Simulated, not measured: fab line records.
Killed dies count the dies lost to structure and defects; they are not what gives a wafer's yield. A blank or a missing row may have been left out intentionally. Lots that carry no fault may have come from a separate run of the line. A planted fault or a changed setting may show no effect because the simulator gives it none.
fab line records	flow gf180mcu
record: lots: 14	wafers: 42	last-day: 34
route steps=602 shown V3@447 M4@457
lots that met no fault: from a run of the same line without faults
start-h: the number of hours between the record's first day and the start of the first shown wafer of the lot	wait-h: time in hours since the lot's previous step	" the same as in the row above	L1.1+2: a single row standing in for several wafers	- value missing, or start not given	* or withheld: withheld	< > ~ a bound
route shown NAME@n: NAME is a module with steps in the file, n the number in the route of the first one	usual: mean and standard deviation over wafers with no fault	same: alike in all rows	chamber/n: place in a boat	sites: the reading at each site	_std_site: the standard deviation of these	_edge_site: inner sites' mean taken away from outer sites' mean	radius-mm: for every site, how far away it sits from the centre of the wafer	mask NAME#n: copy n	behind: tool/chamber where the wafer was last shaped	hold: why the lot was held/for how many hours/how that ended	device: the transistor (n, p or np) that didn't switch	end of line: at the end of the route, the tests of the same wafers	for a step that has no rows: nothing shown but its recipe	killed: dies that structure and defects cost at the first sort, which is not the same as the wafer's yield	map: a wafer's dies, marking killed ones x, the rest . and places with no die _
set.NAME: setting as actually run; set.NAME@STEP: the setting as run at that earlier step	model.NAME: the simulator's own value behind a step, which no gauge read
route steps across a sampled set of lots; one table per step, one row per wafer
services: when a tool's chamber went out of use (start-h, in hours from the record's first day, below 0 if earlier), for how many hours, and the reason
== steps ==
step: GF_V3_STRIP_18
recipe: chemistry: O2/N2	power-w: 1400	pressure-mtorr: 1500	platen-temp-c: 250	o2-flow-sccm: 3000	n2-flow-sccm: 300	overash-fraction: 0.5
usual: drypump-motor-current-A: 5.8/0.38	heater-power-w: 359/30	o2-flow-sccm: 3000/8.9	oes-product-au: 0.592/0.0048
same: overash-fraction: 0.5
lot.wafer	tool	chamber	start-h	wait-h	drypump-motor-current-A	heater-power-w	o2-flow-sccm	oes-product-au	rf-hours-counter-h
L534.3	plasma-asher-02	1	515.15	-	5.6	331	2990	0.593	-
L534.4	"	0	"	"	5.9	363	2999	0.600	-
L534.5	"	1	"	"	5.6	331	2994	0.590	-
L535.3	plasma-asher-02	0	523.07	-	6.0	368	2996	0.591	-
L535.4	"	1	"	"	5.6	328	2991	0.591	-
L535.6	"	1	"	"	5.6	329	2980	0.586	-
L536.2	plasma-asher-04	1	527.09	-	5.8	387	2994	0.596	10
L536.4	"	0	"	"	4.9	337	2996	0.589	-
L536.5	"	1	"	"	5.8	389	2999	0.595	-
L537.3	plasma-asher-03	0	547.10	-	6.2	337	3008	0.590	-
L537.5	"	0	"	"	6.2	337	3014	0.599	-
L537.6	"	1	"	"	5.9	413	2995	0.589	-
L538.1	plasma-asher-02	0	555.42	-	6.0	358	2996	0.585	73
L538.2	"	1	"	"	5.6	327	3017	0.596	73
L538.6	"	0	"	"	5.9	362	3001	0.591	-
L540.1	plasma-asher-02	0	564.39	-	5.9	374	3009	0.589	74
L540.4	"	0	"	"	5.9	370	3001	0.586	-
L540.5	"	0	"	"	6.0	357	3004	0.587	-
L539.1	plasma-asher-03	1	564.81	-	6.0	403	2992	0.601	48
L539.3	"	1	"	"	6.0	411	2997	0.597	-
L539.4	"	0	"	"	6.1	340	2991	0.597	-
L548.2	plasma-asher-04	0	622.27	-	4.9	326	2990	0.598	19
L548.3	"	0	"	"	4.9	327	3000	0.594	-
L548.4	"	1	"	"	5.8	389	2994	0.599	-
L549.1	plasma-asher-03	1	635.82	-	6.0	414	2991	0.597	56
L549.5	"	1	"	"	6.0	408	2988	0.600	-
L549.6	"	0	"	"	6.2	340	3007	0.593	-
L550.2	plasma-asher-02	1	644.64	-	5.6	325	2992	0.591	82
L550.3	"	1	"	"	5.6	325	3002	0.592	-
L550.6	"	0	"	"	6.0	360	2987	0.588	-
L552.2	plasma-asher-02	0	655.56	-	6.0	364	3005	0.588	83
L552.3	"	1	"	"	5.6	332	3025	0.585	-
L552.6	"	0	"	"	6.0	366	3006	0.593	-
L555.1	plasma-asher-03	0	677.82	-	6.1	338	3004	0.594	60
L555.4	"	1	"	"	5.9	410	2989	0.594	-
L555.6	"	1	"	"	5.9	415	2996	0.594	-
L556.2	plasma-asher-02	0	679.21	-	6.0	366	2999	0.600	86
L556.3	"	0	"	"	6.0	364	2987	0.597	-
L556.5	"	1	"	"	5.6	327	2990	0.586	-
L557.2	plasma-asher-03	1	688.12	-	6.0	419	2998	0.599	61
L557.4	"	0	"	"	6.2	347	2997	0.593	-
L557.6	"	0	"	"	6.2	340	3001	0.588	-
step: GF_V3_THK_MEAS_25
recipe: thk-meas-gauge: xrf	reads: W_of_V3_CVD_23
usual: V3_W_THK: 355/5.1
lot.wafer	tool	chamber	start-h	wait-h	V3_W_THK[nm]
L534.3	film-metro-04	-	516.02	0.1	355
L534.4	"	-	"	"	357
L534.5	"	-	"	"	351
L535.3	film-metro-01	-	524.34	0.1	357
L535.4	"	-	"	"	359
L535.6	"	-	"	"	358
L536.2	film-metro-02	-	527.97	0.1	350
L536.4	"	-	"	"	361
L536.5	"	-	"	"	356
L537.3	film-metro-01	-	548.07	0.1	356
L537.5	"	-	"	"	362
L537.6	"	-	"	"	355
L538.1	film-metro-02	-	556.30	0.1	357
L538.2	"	-	"	"	348
L538.6	"	-	"	"	351
L540.1	film-metro-04	-	565.26	0.1	361
L540.4	"	-	"	"	359
L540.5	"	-	"	"	357
L539.1	film-metro-04	-	565.70	0.1	364
L539.3	"	-	"	"	359
L539.4	"	-	"	"	361
L548.2	film-metro-01	-	623.18	0.1	350
L548.3	"	-	"	"	351
L548.4	"	-	"	"	350
L549.1	film-metro-02	-	636.69	0.1	353
L549.5	"	-	"	"	354
L549.6	"	-	"	"	360
L550.2	film-metro-04	-	645.54	0.1	354
L550.3	"	-	"	"	353
L550.6	"	-	"	"	361
L552.2	film-metro-01	-	656.70	0.1	358
L552.3	"	-	"	"	357
L552.6	"	-	"	"	358
L555.1	film-metro-02	-	678.72	0.1	346
L555.4	"	-	"	"	356
L555.6	"	-	"	"	354
L556.2	film-metro-02	-	680.09	0.1	349
L556.3	"	-	"	"	352
L556.5	"	-	"	"	344
L557.2	film-metro-02	-	689.09	0.1	349
L557.4	"	-	"	"	348
L557.6	"	-	"	"	343
step: GF_V3_CMP_26
recipe: stop-on: SiO2	down-force-psi: 3.5	platen-rpm: 60	t-overpolish-s: 15	target-thk-nm: 0	pad-velocity-m-s: 0.94248
usual: motor-current-A: 11.2/1.5	overpolish-run-s: 15.001/0.0096	time-to-endpoint-s: 83/4.1
lot.wafer	tool	chamber	start-h	wait-h	motor-current-A	overpolish-run-s	time-to-endpoint-s
L534.3	cmp-01	2	516.06	0.0	11.0	15.007	88
L534.4	"	0	"	"	9.8	15.001	88
L534.5	"	2	"	"	10.9	15.003	85
L535.3	cmp-02	0	524.38	0.0	9.6	14.984	75
L535.4	"	1	"	"	12.0	14.998	79
L535.6	"	0	"	"	9.6	14.997	74
L536.4	cmp-02	3	528.02	0.0	14.3	15.005	85
L536.2	"	0	"	"	9.6	15.002	76
L536.5	"	3	"	"	14.2	15.017	82
L537.3	cmp-02	3	548.26	0.2	13.6	15.001	83
L537.5	"	0	"	"	9.6	15.004	80
L537.6	"	1	"	"	12.5	15.000	83
L538.1	cmp-01	2	556.41	0.1	10.5	15.009	86
L538.2	"	0	"	"	9.9	14.998	83
L538.6	"	2	"	"	10.7	15.007	84
L540.4	cmp-01	0	565.42	0.1	10.0	15.004	83
L540.1	"	1	"	"	10.8	14.986	85
L540.5	"	3	"	"	11.7	14.984	87
L539.4	cmp-01	3	565.81	0.1	11.1	14.999	92
L539.3	"	0	"	"	9.1	14.993	83
L539.1	"	1	"	"	10.6	14.992	90
L548.4	cmp-02	0	623.28	0.1	9.1	14.993	80
L548.3	"	1	"	"	12.1	14.998	82
L548.2	"	2	"	"	10.2	14.996	81
L549.1	cmp-02	0	636.90	0.2	9.1	14.999	82
L549.6	"	1	"	"	12.5	14.987	83
L549.5	"	2	"	"	10.4	15.021	82
L550.2	cmp-01	2	645.64	0.1	10.3	14.987	85
L550.3	"	0	"	"	10.0	15.005	86
L550.6	"	2	"	"	11.0	14.988	87
L552.2	cmp-01	0	658.31	1.6	9.3	14.992	82
L552.3	"	3	"	"	11.3	15.017	91
L552.6	"	0	"	"	10.0	14.992	82
L555.1	cmp-02	2	678.83	0.1	10.8	14.998	83
L555.4	"	0	"	"	9.4	14.999	82
L555.6	"	2	"	"	10.4	14.991	83
L556.3	cmp-02	1	680.14	0.0	12.1	14.987	79
L556.2	"	0	"	"	9.3	15.005	77
L556.5	"	2	"	"	10.5	15.000	76
L557.2	cmp-01	0	689.19	0.1	9.4	15.004	83
L557.4	"	1	"	"	10.7	14.989	83
L557.6	"	0	"	"	9.4	15.002	82
step: GF_M4_SPUTTER_01
recipe: material: TiN	target-thk-nm: 30	power-w: 6500	time-s: 25	chamber-pressure-pa: 0.4
usual: cathode-dc-power-W: 6500.1/1.3	chamber-pressure-pa: 0.4000/0.00072	throttle-valve-pct: 29.3/1.2
lot.wafer	tool	chamber	start-h	wait-h	cathode-dc-power-W	chamber-pressure-pa	throttle-valve-pct
L534.3	pvd-sputter-02	-	516.46	0.1	6502.3	0.4019	28.2
L534.4	"	-	"	"	6502.9	0.4004	29.5
L534.5	"	-	"	"	6498.2	0.4009	28.3
L535.3	pvd-sputter-01	-	524.78	0.1	6501.3	0.3997	27.3
L535.4	"	-	"	"	6500.4	0.3992	31.4
L535.6	"	-	"	"	6499.3	0.4002	27.4
L536.2	pvd-sputter-02	-	528.42	0.1	6499.6	0.4004	29.6
L536.4	"	-	"	"	6499.9	0.4010	29.6
L536.5	"	-	"	"	6499.3	0.3999	28.3
L537.3	pvd-sputter-02	-	548.51	0.1	6500.7	0.3992	28.6
L537.5	"	-	"	"	6499.3	0.3991	29.9
L537.6	"	-	"	"	6497.5	0.3997	28.2
L538.1	pvd-sputter-01	-	556.76	0.1	-	-	-
L538.2	"	-	"	"	-	-	-
L538.6	"	-	"	"	-	-	-
L540.1	pvd-sputter-04	-	565.72	0.1	-	-	-
L540.4	"	-	"	"	-	-	-
L540.5	"	-	"	"	-	-	-
L539.1	pvd-sputter-02	-	566.16	0.1	-	-	-
L539.3	"	-	"	"	-	-	-
L539.4	"	-	"	"	-	-	-
L548.2	pvd-sputter-01	-	623.63	0.1	6500.0	0.3985	31.7
L548.3	"	-	"	"	6497.3	0.4008	28.7
L548.4	"	-	"	"	6501.4	0.4001	30.1
L549.1	pvd-sputter-02	-	637.15	0.1	6499.6	0.4000	28.3
L549.5	"	-	"	"	6499.4	0.3993	28.3
L549.6	"	-	"	"	6499.6	0.3994	29.4
L550.2	pvd-sputter-02	-	645.99	0.1	6501.2	0.4003	28.3
L550.3	"	-	"	"	6500.0	0.4002	28.1
L550.6	"	-	"	"	6501.1	0.4010	29.5
L552.2	pvd-sputter-02	-	658.71	0.1	6500.5	0.4000	28.1
L552.3	"	-	"	"	6502.7	0.3997	29.5
L552.6	"	-	"	"	6501.2	0.3997	29.5
L555.1	pvd-sputter-04	-	679.18	0.1	6501.0	0.3992	29.9
L555.4	"	-	"	"	6499.8	0.4000	29.5
L555.6	"	-	"	"	6499.5	0.3996	29.7
L556.2	pvd-sputter-02	-	680.54	0.1	6499.8	0.4001	29.5
L556.3	"	-	"	"	6500.0	0.3993	28.2
L556.5	"	-	"	"	6501.6	0.3997	29.3
L557.2	pvd-sputter-01	-	689.56	0.1	6500.0	0.3999	31.1
L557.4	"	-	"	"	6500.5	0.3991	30.3
L557.6	"	-	"	"	6499.8	0.3999	28.6
step: GF_M4_METAL_ETCH_16
recipe: chemistry: Cl2/BCl3	mask-material: KrF	target-depth-nm: 627.5	stop-on: SiO2	pressure-mtorr: 8	icp-w: 800	bias-w: 140	Cl2_flow_sccm: 80	bcl3-flow-sccm: 40	time-s: 104.6
usual: drypump-motor-current-A: 5.7/0.39	oes-product-au: 0.970/0.0059	throttle-valve-pct: 28.250/0.0098
lot.wafer	tool	chamber	start-h	wait-h	drypump-motor-current-A	oes-product-au	rf-hours-counter-h	throttle-valve-pct
L534.3	rie-metal-01	0	539.34	0.1	6.1	0.969	-	28.260
L534.4	"	1	"	"	5.5	0.968	-	28.252
L534.5	"	0	"	"	6.1	0.969	-	28.256
L535.3	rie-metal-02	1	547.82	0.1	4.9	0.972	-	28.251
L535.4	"	0	"	"	6.0	0.971	-	28.261
L535.6	"	1	"	"	4.9	0.951	-	28.248
L536.2	rie-metal-01	0	550.39	0.0	6.1	0.968	11	28.244
L536.4	"	0	"	"	6.1	0.977	-	28.257
L536.5	"	0	"	"	6.0	0.977	-	28.250
L537.3	rie-metal-01	0	570.43	0.1	6.0	0.965	-	28.238
L537.5	"	1	"	"	5.5	0.971	-	28.250
L537.6	"	0	"	"	6.1	0.963	-	28.265
L538.1	rie-metal-04	0	578.26	0.0	5.9	0.935	9	28.276
L538.2	"	1	"	"	5.5	0.942	8	28.278
L538.6	"	0	"	"	5.9	0.939	-	28.287
L540.1	rie-metal-01	1	587.54	0.0	5.5	0.940	8	28.272
L540.4	"	0	"	"	6.0	0.955	-	28.291
L540.5	"	1	"	"	5.5	0.934	-	28.279
L539.1	rie-metal-02	0	587.96	0.0	6.0	0.942	2	28.291
L539.3	"	1	"	"	4.9	0.938	-	28.289
L539.4	"	0	"	"	6.0	0.948	-	28.275
L548.2	rie-metal-02	1	644.33	0.0	4.9	0.969	11	28.250
L548.3	"	1	"	"	5.0	0.973	-	28.240
L548.4	"	0	"	"	6.0	0.984	-	28.231
L549.1	rie-metal-02	1	656.68	0.0	4.9	0.974	11	28.255
L549.5	"	1	"	"	5.0	0.965	-	28.260
L549.6	"	0	"	"	6.0	0.970	-	28.246
L550.2	rie-metal-04	0	664.33	0.0	5.9	0.964	11	28.257
L550.3	"	0	"	"	5.9	0.976	-	28.256
L550.6	"	1	"	"	5.5	0.958	-	28.248
L552.2	rie-metal-01	1	677.51	0.0	5.5	0.962	11	28.259
L552.3	"	0	"	"	6.1	0.961	-	28.268
L552.6	"	1	"	"	5.5	0.963	-	28.271
L555.1	rie-metal-01	1	697.96	0.0	5.5	0.968	12	28.243
L555.4	"	0	"	"	6.1	0.981	-	28.245
L555.6	"	1	"	"	5.5	0.965	-	28.258
L556.2	rie-metal-02	0	699.56	0.0	6.0	0.965	6	28.256
L556.3	"	1	"	"	4.9	0.957	-	28.256
L556.5	"	0	"	"	6.0	0.966	-	28.251
L557.2	rie-metal-04	0	708.54	0.1	5.9	0.972	-	28.255
L557.4	"	0	"	"	5.9	0.972	-	28.242
L557.6	"	0	"	"	5.9	0.973	-	28.258
== services ==
tool	chamber	start-h	hours	kind
cmp-01	-	504.08	1.3	repair
plasma-asher-02	-	523.99	2.3	repair
rie-metal-02	-	529.44	1.4	pm
rie-metal-01	-	531.36	0.1	repair
rie-metal-04	1	547.89	3.1	repair
cmp-01	-	551.52	0.3	repair
rie-metal-01	0	557.88	10.5	repair
plasma-asher-04	-	558.31	7.0	repair
cmp-02	-	562.48	0.5	repair
pvd-sputter-02	-	562.65	1.2	repair
pvd-sputter-02	-	567.83	1.2	repair
cmp-01	-	572.10	4.0	pm
plasma-asher-04	-	583.52	1.2	repair
plasma-asher-03	-	606.01	0.4	repair
pvd-sputter-04	-	615.78	2.1	repair
plasma-asher-03	-	617.02	3.2	repair
cmp-02	-	629.14	3.6	pm
pvd-sputter-04	-	645.37	5.0	repair
cmp-01	-	651.35	3.4	pm
cmp-02	-	654.78	7.9	pm
cmp-01	-	673.11	0.6	repair
cmp-02	-	674.58	0.3	repair
rie-metal-04	-	680.38	2.8	pm
rie-metal-04	1	705.27	15.5	repair
== key ==
first-sign: step: GF_M4_SPUTTER_01	reading: tool-record	direction: missing
effect: step: GF_M4_METAL_ETCH_16	reading: oes-product-au	direction: down	sigmas: 4.9	usual: 0.970	struck: 0.942
met-at GF_M4_SPUTTER_01
struck-lots L538,L539,L540
later-rows-left-out L538.1,L538.2,L538.6,L539.1,L539.3,L539.4,L540.1,L540.4,L540.5
sort-left-out L538.1,L538.2,L538.6,L539.1,L539.3,L539.4,L540.1,L540.4,L540.5
not-acting-at GF_V3_STRIP_18,GF_V3_THK_MEAS_25,GF_V3_CMP_26
onset-between 548.51 556.76
fault: kind: skipped-step-whole	tool: pvd-sputter-01,pvd-sputter-02,pvd-sputter-04	chamber: -	onset-h: 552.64	steps: GF_M4_SPUTTER_01	scope: struck-lots-only
sort-left-out: the simulated sort isn't trusted on such a fault, so these wafers' sort isn't shown, and their yield isn't known
later-rows-left-out: the simulator's readings of these wafers behind a module that went badly wrong aren't trusted and aren't shown, but for the sort
